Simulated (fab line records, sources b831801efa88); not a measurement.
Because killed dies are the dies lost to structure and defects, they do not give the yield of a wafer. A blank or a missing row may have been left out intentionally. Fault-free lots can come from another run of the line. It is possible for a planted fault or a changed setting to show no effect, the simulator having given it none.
fab line records -- flow sky130 -- part 1 of 2: steps 1 to 31 of 44
record: lots: 5, wafers: 15, last_day: 49
route steps=708 shown FIELD_ISO@18 NWELL@32 DNWELL@35 PWDE@45
lots that met no fault: taken from a fault-free run of the same line
start_h: hours from the record's first day to the start of the lot's first wafer shown -- wait_h: hours from the lot's prior step to this one -- " unchanged from the row above -- L1.1+2: one row covering several wafers at once -- - no value present, or no start provided -- * or withheld: withheld -- < > ~ a bound
route shown NAME@n: a module of which the file shows steps, and the number in the route of the first -- usual: mean/standard deviation of fault-free wafers -- same: alike in all rows -- chamber/n: place in a boat -- sites: each site's reading -- _std_site: standard deviation of those values -- _edge_site: inner sites' mean taken away from outer sites' mean -- radius_mm: how far each site lies from the wafer's centre -- mask NAME#n: copy n -- behind: tool/chamber where the wafer was last shaped -- hold: the reason the lot was held/the length of the hold in hours/how it ended -- device: whichever transistor did not switch (one of n, p or np) -- end of line: at the end of the route, the tests of the same wafers -- step lacking rows: just its recipe -- killed: not the wafer's yield, but the dies lost to structure and defects at the first sort -- map: a wafer's dies, x killed, . not, _ none there
set.NAME: the run value of the setting; set.NAME@STEP: its run value at that earlier step -- model.NAME: the simulator's own value behind a step, which no gauge read
lots at selected steps of the route; one table per step, one row per wafer
services: when a tool's chamber went out of use (start_h, in hours from the record's first day, below 0 if earlier), for how many hours, and the reason
== steps ==
step: SKY_FIELD_ISO_ETCH_17
recipe: target_depth_a: 3420, mask_material: Si3N4, chemistry: HBr/Cl2/O2, target: Si, taper_deg: 5, icp_w: 600, bias_w: 150, pressure_mtorr: 15, HBr_flow_sccm: 150, Cl2_flow_sccm: 40, O2_flow_sccm: 6, time_s: 97.7
usual: HBr_flow_sccm: 150.0/0.51, O2_flow_sccm: 6.001/0.017, drypump_motor_current_A: 5.8/0.52, oes_product_au: 0.998/0.015, throttle_valve_pct: 25.658/0.013
lot.wafer,tool,chamber,start_h,wait_h,HBr_flow_sccm,O2_flow_sccm,drypump_motor_current_A,oes_product_au,rf_hours_counter_h,throttle_valve_pct
L080.1,rie_si-01,3,60.05,0.1,150.8,5.993,6.6,0.980,120,25.676
L080.4,rie_si-01,0,60.05,0.1,150.0,5.992,5.7,0.997,23,25.661
L080.5,rie_si-01,2,60.05,0.1,150.2,6.004,5.0,0.987,-,25.659
L084.1,rie_si-02,2,80.21,0.1,149.6,5.998,5.4,1.012,18,25.641
L084.2,rie_si-02,0,80.21,0.1,150.7,6.003,6.3,0.999,6,25.651
L084.3,rie_si-02,1,80.21,0.1,150.1,5.984,6.2,1.012,0,25.657
L088.3,rie_si-02,1,102.63,0.0,149.8,5.996,6.2,1.000,0,25.658
L088.5,rie_si-02,1,102.63,0.0,150.1,5.988,6.2,1.007,-,25.659
L088.6,rie_si-02,2,102.63,0.0,149.7,6.002,5.5,1.009,-,25.645
L091.3,rie_si-02,0,117.78,0.0,149.4,5.985,6.3,1.004,7,25.657
L091.5,rie_si-02,2,117.78,0.0,150.2,5.989,5.4,1.020,-,25.651
L091.6,rie_si-02,3,117.78,0.0,149.7,6.017,6.1,1.037,-,25.646
L092.1,rie_si-01,0,123.98,0.1,150.6,6.020,5.7,1.000,24,25.672
L092.2,rie_si-01,2,123.98,0.1,149.5,5.996,5.0,0.983,1,25.661
L092.6,rie_si-01,1,123.98,0.1,150.0,5.998,5.5,0.984,-,25.650
step: SKY_FIELD_ISO_WET_ETCH_18
recipe: chemistry: H3PO4, target_depth_nm: 25, temp_c: 160, target: Si3N4, time_s: 286
lot.wafer,tool,chamber,start_h,wait_h
L080.1+4+5,wet_bench-04,2,60.12,0.0
L084.1+2+3,wet_bench-01,0,80.28,0.0
L088.3+5+6,wet_bench-02,2,102.70,0.0
L091.3+5+6,wet_bench-01,2,117.85,0.0
L092.1+2+6,wet_bench-04,1,124.05,0.0
step: SKY_FIELD_ISO_CLEAN_19
recipe: chemistry: SC1/SC2, mix: 1:4:20, temp_c: 70, time_s: 150
lot.wafer,tool,chamber,start_h,wait_h
L080.1+4+5,wet_bench-02,3,60.21,0.0
L084.1+2+3,wet_bench-02,0,80.37,0.0
L088.3+5+6,wet_bench-04,0,102.79,0.0
L091.3+5+6,wet_bench-04,1,117.94,0.0
L092.1+2+6,wet_bench-02,2,124.15,0.0
step: SKY_FIELD_ISO_CLEAN_20
recipe: chemistry: dHF, time_s: 20, dilution: 100:1
lot.wafer,tool,chamber,start_h,wait_h
L080.1+4+5,wet_bench-01,3,60.26,0.0
L084.1+2+3,wet_bench-04,1,80.42,0.0
L088.3+5+6,wet_bench-01,0,102.84,0.0
L091.3+5+6,wet_bench-02,2,117.99,0.0
L092.1+2+6,wet_bench-01,0,124.20,0.0
step: SKY_FIELD_ISO_WET_ETCH_21
recipe: chemistry: dHF, dilution: 100:1, target_depth_nm: 20, dry: ipa_marangoni, target: SiO2, temp_c: 25, time_s: 400
lot.wafer,tool,chamber,start_h,wait_h
L080.1+4+5,wet_bench-04,3,60.27,0.0
L084.1+2+3,wet_bench-01,1,80.44,0.0
L088.3+5+6,wet_bench-02,1,102.85,0.0
L091.3+5+6,wet_bench-01,1,118.01,0.0
L092.1+2+6,wet_bench-04,1,124.21,0.0
step: SKY_FIELD_ISO_OXIDATION_22
recipe: temp_c: 950, ambient: O2, stabilise_s: 600, purge_s: 300, target_thk_a: 100, ox_time_s: 623
usual: ox_temp_c_max: 954.4/1.8, spike_tc_bottom_C: 967.4/1.3, zone_power_bottom_pct: 32/3.2
same: ox_time_s: 623, stabilise_s: 600
lot.wafer,tool,chamber,start_h,wait_h,ox_temp_c_max,spike_tc_bottom_C,zone_power_bottom_pct
L080.1,furnace-02,0,61.17,0.8,952.9,967.5,30
L080.4,furnace-02,0,61.17,0.8,953.3,968.6,30
L080.5,furnace-02,0,61.17,0.8,953.2,966.1,30
L084.1,furnace-02,0,81.63,1.1,953.6,967.8,30
L084.2,furnace-02,0,81.63,1.1,953.8,969.3,30
L084.3,furnace-02,0,81.63,1.1,953.6,969.5,30
L088.3,furnace-01,0,105.69,2.7,956.9,966.2,36
L088.5,furnace-01,0,105.69,2.7,957.1,966.0,37
L088.6,furnace-01,0,105.69,2.7,957.3,965.0,37
L091.3,furnace-02,0,119.08,0.9,954.4,965.5,30
L091.5,furnace-02,0,119.08,0.9,953.7,967.6,30
L091.6,furnace-02,0,119.08,0.9,953.9,967.6,30
L092.1,furnace-01,0,124.56,0.2,954.6,964.8,37
L092.2,furnace-01,0,124.56,0.2,955.1,967.7,36
L092.6,furnace-01,0,124.56,0.2,958.8,966.6,37
step: SKY_FIELD_ISO_THK_MEAS_23
recipe: reads: SiO2_of_FIELD_ISO_OXIDATION_22
usual: FIELD_ISO_OXIDATION_01_THK: 10.00/0.23
lot.wafer,tool,chamber,start_h,wait_h,FIELD_ISO_OXIDATION_01_THK[nm]
L080.1,film_metro-04,-,62.34,0.0,10.03
L080.4,film_metro-04,-,62.34,0.0,9.76
L080.5,film_metro-04,-,62.34,0.0,9.88
L084.1,film_metro-01,-,82.81,0.0,10.06
L084.2,film_metro-01,-,82.81,0.0,9.97
L084.3,film_metro-01,-,82.81,0.0,10.03
L088.3,film_metro-02,-,106.88,0.0,10.24
L088.5,film_metro-02,-,106.88,0.0,10.11
L088.6,film_metro-02,-,106.88,0.0,10.18
L091.3,film_metro-01,-,120.27,0.0,10.01
L091.5,film_metro-01,-,120.27,0.0,10.02
L091.6,film_metro-01,-,120.27,0.0,10.08
L092.1,film_metro-02,-,125.73,0.0,9.96
L092.2,film_metro-02,-,125.73,0.0,9.70
L092.6,film_metro-02,-,125.73,0.0,9.88
step: SKY_FIELD_ISO_CVD_24
recipe: material: SiO2, target_thk_nm: 595, temp_c: 650, sigma_open_frac: 0.3, time_s: 99.2, sih4_flow_sccm: 60, pressure_mtorr: 6
usual: sih4_flow_sccm: 60.02/0.19
lot.wafer,tool,chamber,start_h,wait_h,sih4_flow_sccm
L080.1,hdpcvd-02,0,62.40,0.1,59.70
L080.4,hdpcvd-02,0,62.40,0.1,59.81
L080.5,hdpcvd-02,1,62.40,0.1,60.05
L084.1,hdpcvd-01,2,82.87,0.1,60.09
L084.2,hdpcvd-01,1,82.87,0.1,59.86
L084.3,hdpcvd-01,0,82.87,0.1,60.00
L088.3,hdpcvd-01,2,106.92,0.0,60.08
L088.5,hdpcvd-01,1,106.92,0.0,60.08
L088.6,hdpcvd-01,2,106.92,0.0,60.14
L091.3,hdpcvd-01,2,120.31,0.0,59.57
L091.5,hdpcvd-01,0,120.31,0.0,59.95
L091.6,hdpcvd-01,1,120.31,0.0,59.93
L092.1,hdpcvd-02,0,125.79,0.1,60.01
L092.2,hdpcvd-02,1,125.79,0.1,60.18
L092.6,hdpcvd-02,1,125.79,0.1,60.38
step: SKY_FIELD_ISO_THK_MEAS_25
recipe: reads: SiO2_of_FIELD_ISO_CVD_24
usual: FIELD_ISO_CVD_24_THK: 595/8.5
lot.wafer,tool,chamber,start_h,wait_h,FIELD_ISO_CVD_24_THK[nm]
L080.1,film_metro-01,-,62.47,0.0,589
L080.4,film_metro-01,-,62.47,0.0,586
L080.5,film_metro-01,-,62.47,0.0,597
L084.1,film_metro-02,-,82.94,0.0,599
L084.2,film_metro-02,-,82.94,0.0,605
L084.3,film_metro-02,-,82.94,0.0,607
L088.3,film_metro-04,-,107.02,0.1,611
L088.5,film_metro-04,-,107.02,0.1,606
L088.6,film_metro-04,-,107.02,0.1,603
L091.3,film_metro-02,-,120.40,0.1,603
L091.5,film_metro-02,-,120.40,0.1,601
L091.6,film_metro-02,-,120.40,0.1,597
L092.1,film_metro-04,-,125.86,0.0,583
L092.2,film_metro-04,-,125.86,0.0,583
L092.6,film_metro-04,-,125.86,0.0,586
step: SKY_FIELD_ISO_ANNEAL_26
recipe: temp_c: 1000, time_s: 1800, ambient: N2
usual: spike_tc_bottom_C: 1017.1/1.3, zone_power_bottom_pct: 37/3.8
lot.wafer,tool,chamber,start_h,wait_h,spike_tc_bottom_C,zone_power_bottom_pct
L080.1,furnace-01,0,63.47,1.0,1015.7,41
L080.4,furnace-01,0,63.47,1.0,1015.0,41
L080.5,furnace-01,0,63.47,1.0,1015.5,41
L084.1,furnace-02,0,83.00,0.1,1017.8,34
L084.2,furnace-02,0,83.00,0.1,1019.0,33
L084.3,furnace-02,0,83.00,0.1,1018.6,34
L088.3,furnace-01,0,108.11,1.1,1017.2,40
L088.5,furnace-01,0,108.11,1.1,1017.0,41
L088.6,furnace-01,0,108.11,1.1,1017.0,41
L091.3,furnace-02,0,120.44,0.0,1017.0,33
L091.5,furnace-02,0,120.44,0.0,1017.9,34
L091.6,furnace-02,0,120.44,0.0,1017.4,34
L092.1,furnace-02,0,126.39,0.5,1018.2,34
L092.2,furnace-02,0,126.39,0.5,1017.1,33
L092.6,furnace-02,0,126.39,0.5,1019.5,33
step: SKY_FIELD_ISO_CMP_27
recipe: stop_on: Si3N4, t_overpolish_s: 16, down_force_psi: 4, platen_rpm: 60, target_thk_nm: 457.8, pad_velocity_m_s: 0.94248
usual: motor_current_A: 12.8/1.1, overpolish_run_s: 16.001/0.0085, slurry_flow_ml_min: 150.1/0.5, time_to_endpoint_s: 110/5.6
lot.wafer,tool,chamber,start_h,wait_h,motor_current_A,overpolish_run_s,slurry_flow_ml_min,time_to_endpoint_s
L080.4,cmp-02,1,65.07,0.1,12.5,16.002,150.2,117
L080.1,cmp-02,2,65.07,0.1,11.2,16.013,149.9,114
L080.5,cmp-02,0,65.07,0.1,13.1,15.995,150.1,104
L084.3,cmp-01,1,84.50,0.0,13.7,16.006,149.7,115
L084.2,cmp-01,2,84.50,0.0,11.5,16.000,149.8,112
L084.1,cmp-01,0,84.50,0.0,14.3,16.016,149.5,105
L088.3,cmp-01,1,109.76,0.1,14.3,15.992,151.1,113
L088.5,cmp-01,2,109.76,0.1,11.4,15.996,151.0,115
L088.6,cmp-01,3,109.76,0.1,13.4,15.992,150.7,109
L091.3,cmp-01,0,122.09,0.1,14.2,15.985,150.3,103
L091.6,cmp-01,1,122.09,0.1,14.0,15.998,149.4,114
L091.5,cmp-01,2,122.09,0.1,10.8,16.001,149.9,110
L092.2,cmp-01,2,128.91,1.0,10.5,15.995,150.7,109
L092.1,cmp-01,3,128.91,1.0,13.3,16.002,149.6,111
L092.6,cmp-01,2,128.91,1.0,11.1,16.017,150.0,111
step: SKY_FIELD_ISO_WET_ETCH_28
recipe: chemistry: dHF, target_depth_nm: 23.7, target: SiO2, dilution: 10:1, temp_c: 25, time_s: 47
lot.wafer,tool,chamber,start_h,wait_h
L080.1+4+5,wet_bench-04,1,65.27,0.1
L084.1+2+3,wet_bench-01,1,84.80,0.1
L088.3+5+6,wet_bench-02,3,109.91,0.1
L091.3+5+6,wet_bench-01,0,122.24,0.1
L092.1+2+6,wet_bench-02,2,129.21,0.2
step: SKY_FIELD_ISO_WET_ETCH_29
recipe: chemistry: H3PO4, target_depth_nm: 160, target: Si3N4, temp_c: 160, time_s: 1825
lot.wafer,tool,chamber,start_h,wait_h
L080.1+4+5,wet_bench-01,1,65.29,0.0
L084.1+2+3,wet_bench-02,2,84.82,0.0
L088.3+5+6,wet_bench-01,2,109.93,0.0
L091.3+5+6,wet_bench-04,3,122.27,0.0
L092.1+2+6,wet_bench-01,0,129.23,0.0
step: SKY_FIELD_ISO_WET_ETCH_30
recipe: chemistry: dHF, target_depth_nm: 25, target: SiO2, dilution: 10:1, temp_c: 25, time_s: 50
lot.wafer,tool,chamber,start_h,wait_h
L080.1+4+5,wet_bench-02,0,65.86,0.0
L084.1+2+3,wet_bench-01,2,85.38,0.0
L088.3+5+6,wet_bench-04,0,110.45,0.0
L091.3+5+6,wet_bench-02,1,122.83,0.0
L092.1+2+6,wet_bench-04,1,129.75,0.0
step: SKY_NWELL_CLEAN_00
recipe: chemistry: SC1/SC2, mix: 1:4:20, temp_c: 70, time_s: 150, dry: n2_spin
lot.wafer,tool,chamber,start_h,wait_h
L080.1+4+5,wet_bench-01,3,65.88,0.0
L084.1+2+3,wet_bench-04,0,85.40,0.0
L088.3+5+6,wet_bench-02,1,110.47,0.0
L091.3+5+6,wet_bench-01,0,122.85,0.0
L092.1+2+6,wet_bench-02,2,129.77,0.0
step: SKY_NWELL_OXIDATION_01
recipe: temp_c: 900, ambient: O2, stabilise_s: 600, purge_s: 300, target_thk_a: 100, ox_time_s: 1418
usual: ox_temp_c_max: 905.3/1.8, spike_tc_bottom_C: 916.7/1.2, zone_power_bottom_pct: 30.3/2.8
same: ox_time_s: 1418, stabilise_s: 600
lot.wafer,tool,chamber,start_h,wait_h,ox_temp_c_max,spike_tc_bottom_C,zone_power_bottom_pct
L080.1,furnace-02,0,65.93,0.0,903.1,918.2,26.2
L080.4,furnace-02,0,65.93,0.0,903.4,918.1,26.6
L080.5,furnace-02,0,65.93,0.0,903.4,919.0,26.5
L084.1,furnace-02,0,85.45,0.0,902.8,916.6,26.8
L084.2,furnace-02,0,85.45,0.0,903.1,918.8,26.6
L084.3,furnace-02,0,85.45,0.0,903.2,917.6,26.0
L088.3,furnace-01,0,111.15,0.6,907.0,917.7,32.7
L088.5,furnace-01,0,111.15,0.6,905.3,916.6,32.1
L088.6,furnace-01,0,111.15,0.6,907.3,917.9,32.7
L091.3,furnace-02,0,123.35,0.4,902.9,919.1,26.5
L091.5,furnace-02,0,123.35,0.4,903.6,916.1,26.5
L091.6,furnace-02,0,123.35,0.4,902.7,917.7,26.2
L092.1,furnace-01,0,130.38,0.6,905.4,915.5,32.6
L092.2,furnace-01,0,130.38,0.6,907.4,915.8,32.6
L092.6,furnace-01,0,130.38,0.6,908.3,915.6,32.2
step: SKY_NWELL_THK_MEAS_02
recipe: reads: SiO2_of_NWELL_OXIDATION_01
usual: NWELL_OXIDATION_THK: 10.04/0.2
lot.wafer,tool,chamber,start_h,wait_h,NWELL_OXIDATION_THK[nm]
L080.1,film_metro-03,-,67.33,0.0,9.89
L080.4,film_metro-03,-,67.33,0.0,9.88
L080.5,film_metro-03,-,67.33,0.0,9.89
L084.1,film_metro-03,-,86.85,0.0,9.78
L084.2,film_metro-03,-,86.85,0.0,9.84
L084.3,film_metro-03,-,86.85,0.0,9.84
L088.3,film_metro-04,-,112.56,0.0,10.10
L088.5,film_metro-04,-,112.56,0.0,10.11
L088.6,film_metro-04,-,112.56,0.0,10.33
L091.3,film_metro-03,-,124.77,0.0,10.28
L091.5,film_metro-03,-,124.77,0.0,10.23
L091.6,film_metro-03,-,124.77,0.0,10.19
L092.1,film_metro-01,-,131.77,0.0,9.93
L092.2,film_metro-01,-,131.77,0.0,9.97
L092.6,film_metro-01,-,131.77,0.0,9.81
step: SKY_DNWELL_DEHYDRATE_00
recipe: temp_c: 200, time_s: 60
lot.wafer,tool,chamber,start_h,wait_h
L080.1+4+5,litho_track-03,0,74.99,7.7
L084.1+2+3,litho_track-03,0,95.19,8.3
L088.3+5+6,litho_track-01,0,120.67,8.1
L091.3+5+6,litho_track-01,0,133.67,8.9
L092.1+2+6,litho_track-03,0,140.74,9.0
step: SKY_DNWELL_HMDS_01
recipe: prime_time_s: 60, prime_temp_c: 120
lot.wafer,tool,chamber,start_h,wait_h
L080.1+4+5,litho_track-03,0,75.14,0.1
L084.1+2+3,litho_track-03,0,95.34,0.1
L088.3+5+6,litho_track-01,0,120.82,0.1
L091.3+5+6,litho_track-01,0,133.82,0.1
L092.1+2+6,litho_track-03,0,140.89,0.1
step: SKY_DNWELL_COAT_02
recipe: spin_rpm: 2000, resist_thk_nm: 3000
lot.wafer,tool,chamber,start_h,wait_h
L080.1+4+5,litho_track-03,0,75.29,0.1
L084.1+2+3,litho_track-03,0,95.49,0.1
L088.3+5+6,litho_track-01,0,120.97,0.1
L091.3+5+6,litho_track-01,0,133.97,0.1
L092.1+2+6,litho_track-03,0,141.04,0.1
step: SKY_DNWELL_SOFTBAKE_03
recipe: temp_c: 110, time_s: withheld
lot.wafer,tool,chamber,start_h,wait_h
L080.1+4+5,litho_track-03,0,75.44,0.1
L084.1+2+3,litho_track-03,0,95.64,0.1
L088.3+5+6,litho_track-01,0,121.13,0.1
L091.3+5+6,litho_track-01,0,134.13,0.1
L092.1+2+6,litho_track-03,0,141.19,0.1
step: SKY_DNWELL_EXPOSE_04
recipe: mask_id: DNM, na: 0.57, target_cd_nm: 3000, dose_mj: 222
usual: focus_offset_nm: 0.1/0.54
same: na: 0.57
lot.wafer,tool,chamber,start_h,wait_h,mask,focus_offset_nm
L080.1,iline_stepper-02,0,-,-,DNM#0,0.0
L080.4,iline_stepper-02,0,-,-,DNM#0,0.1
L080.5,iline_stepper-02,0,-,-,DNM#0,-0.1
L084.1,iline_stepper-02,0,-,-,DNM#0,1.1
L084.2,iline_stepper-02,0,-,-,DNM#0,1.3
L084.3,iline_stepper-02,0,-,-,DNM#0,0.4
L088.3,iline_stepper-01,0,-,-,DNM#0,0.2
L088.5,iline_stepper-01,0,-,-,DNM#0,0.8
L088.6,iline_stepper-01,0,-,-,DNM#0,-0.4
L091.3,iline_stepper-02,0,-,-,DNM#0,0.3
L091.5,iline_stepper-02,0,-,-,DNM#0,0.6
L091.6,iline_stepper-02,0,-,-,DNM#0,0.4
L092.1,iline_stepper-02,0,-,-,DNM#0,0.7
L092.2,iline_stepper-02,0,-,-,DNM#0,0.6
L092.6,iline_stepper-02,0,-,-,DNM#0,0.0
step: SKY_DNWELL_PEB_05
recipe: temp_c: 115, time_s: withheld
lot.wafer,tool,chamber,start_h,wait_h
L080.1+4+5,litho_track-01,0,-,-
L084.1+2+3,litho_track-03,0,-,-
L088.3+5+6,litho_track-03,0,-,-
L091.3+5+6,litho_track-01,0,-,-
L092.1+2+6,litho_track-03,0,-,-
step: SKY_DNWELL_DEVELOP_06
recipe: wall_angle_deg: 90, developer: TMAH, develop_time_s: 60, dev_temp_c: 23
lot.wafer,tool,chamber,start_h,wait_h
L080.1+4+5,litho_track-01,0,-,-
L084.1+2+3,litho_track-03,0,-,-
L088.3+5+6,litho_track-03,0,-,-
L091.3+5+6,litho_track-01,0,-,-
L092.1+2+6,litho_track-03,0,-,-
step: SKY_DNWELL_IMPLANT_07
recipe: species: P, energy_kev: withheld, dose_cm2: withheld, tilt_deg: withheld
lot.wafer,tool,chamber,start_h,wait_h
L080.1+4+5,implanter-02,0,84.32,-
L084.1+2+3,implanter-03,0,105.39,-
L088.3+5+6,implanter-02,0,131.24,-
L091.3+5+6,implanter-02,0,144.17,-
L092.1+2+6,implanter-04,0,151.94,-
step: SKY_DNWELL_STRIP_08
recipe: chemistry: O2/N2, power_w: 1400, pressure_mtorr: 1500, platen_temp_c: withheld, o2_flow_sccm: 3000, n2_flow_sccm: 300, overash_fraction: 0.5
usual: drypump_motor_current_A: 5.9/0.57, oes_product_au: 0.722/0.0048, strip_time_to_endpoint_s: 36.92/0.08
same: overash_fraction: 0.5
lot.wafer,tool,chamber,start_h,wait_h,drypump_motor_current_A,oes_product_au,rf_hours_counter_h,strip_time_to_endpoint_s
L080.1,plasma_asher-02,0,84.47,0.1,6.8,0.714,42,36.84
L080.4,plasma_asher-02,0,84.47,0.1,6.8,0.716,-,36.84
L080.5,plasma_asher-02,1,84.47,0.1,5.7,0.719,-,36.87
L084.1,plasma_asher-02,1,105.54,0.1,5.7,0.725,44,36.95
L084.2,plasma_asher-02,0,105.54,0.1,6.8,0.725,44,36.94
L084.3,plasma_asher-02,1,105.54,0.1,5.7,0.716,-,36.91
L088.3,plasma_asher-01,1,131.38,0.1,5.2,0.721,-,37.02
L088.5,plasma_asher-01,1,131.38,0.1,5.2,0.727,-,36.90
L088.6,plasma_asher-01,0,131.38,0.1,5.9,0.721,-,36.99
L091.3,plasma_asher-02,0,144.30,0.1,6.8,0.725,-,36.83
L091.5,plasma_asher-02,1,144.30,0.1,5.8,0.726,-,36.89
L091.6,plasma_asher-02,0,144.30,0.1,6.8,0.722,-,36.89
L092.1,plasma_asher-04,0,152.09,0.1,6.0,0.727,40,36.90
L092.2,plasma_asher-04,1,152.09,0.1,5.4,0.725,40,36.99
L092.6,plasma_asher-04,0,152.09,0.1,6.1,0.726,-,36.99
step: SKY_DNWELL_TW_MEAS_09
usual: DNWELL_TW: 1111/13
lot.wafer,tool,chamber,start_h,wait_h,DNWELL_TW
L080.1,film_metro-03,-,84.57,0.1,1124
L080.4,film_metro-03,-,84.57,0.1,1123
L080.5,film_metro-03,-,84.57,0.1,1126
L084.1,film_metro-04,-,105.64,0.1,1094
L084.2,film_metro-04,-,105.64,0.1,1094
L084.3,film_metro-04,-,105.64,0.1,1098
L088.3,film_metro-03,-,131.46,0.1,1114
L088.5,film_metro-03,-,131.46,0.1,1116
L088.6,film_metro-03,-,131.46,0.1,1120
L091.3,film_metro-01,-,144.39,0.1,1120
L091.5,film_metro-01,-,144.39,0.1,1124
L091.6,film_metro-01,-,144.39,0.1,1120
L092.1,film_metro-03,-,152.19,0.1,1113
L092.2,film_metro-03,-,152.19,0.1,1124
L092.6,film_metro-03,-,152.19,0.1,1121
step: SKY_PWDE_DEHYDRATE_00
recipe: temp_c: 200, time_s: 60
lot.wafer,tool,chamber,start_h,wait_h
L080.1+4+5,litho_track-04,0,93.21,8.6
L084.1+2+3,litho_track-04,0,113.96,8.3
L088.3+5+6,litho_track-04,0,140.31,8.8
L091.3+5+6,litho_track-01,0,154.27,9.9
L092.1+2+6,litho_track-04,0,160.96,8.8
step: SKY_PWDE_HMDS_01
recipe: prime_time_s: 60, prime_temp_c: 120
lot.wafer,tool,chamber,start_h,wait_h
L080.1+4+5,litho_track-04,0,93.36,0.1
L084.1+2+3,litho_track-04,0,114.11,0.1
L088.3+5+6,litho_track-04,0,140.46,0.1
L091.3+5+6,litho_track-01,0,154.42,0.1
L092.1+2+6,litho_track-04,0,161.11,0.1
step: SKY_PWDE_COAT_02
recipe: spin_rpm: 2000, resist_thk_nm: 3000
lot.wafer,tool,chamber,start_h,wait_h
L080.1+4+5,litho_track-04,0,93.51,0.1
L084.1+2+3,litho_track-04,0,114.26,0.1
L088.3+5+6,litho_track-04,0,140.61,0.1
L091.3+5+6,litho_track-01,0,154.57,0.1
L092.1+2+6,litho_track-04,0,161.26,0.1
step: SKY_PWDE_SOFTBAKE_03
recipe: temp_c: 110, time_s: withheld
lot.wafer,tool,chamber,start_h,wait_h
L080.1+4+5,litho_track-04,0,93.66,0.1
L084.1+2+3,litho_track-04,0,114.41,0.1
L088.3+5+6,litho_track-04,0,140.78,0.1
L091.3+5+6,litho_track-01,0,154.73,0.1
L092.1+2+6,litho_track-04,0,161.41,0.1
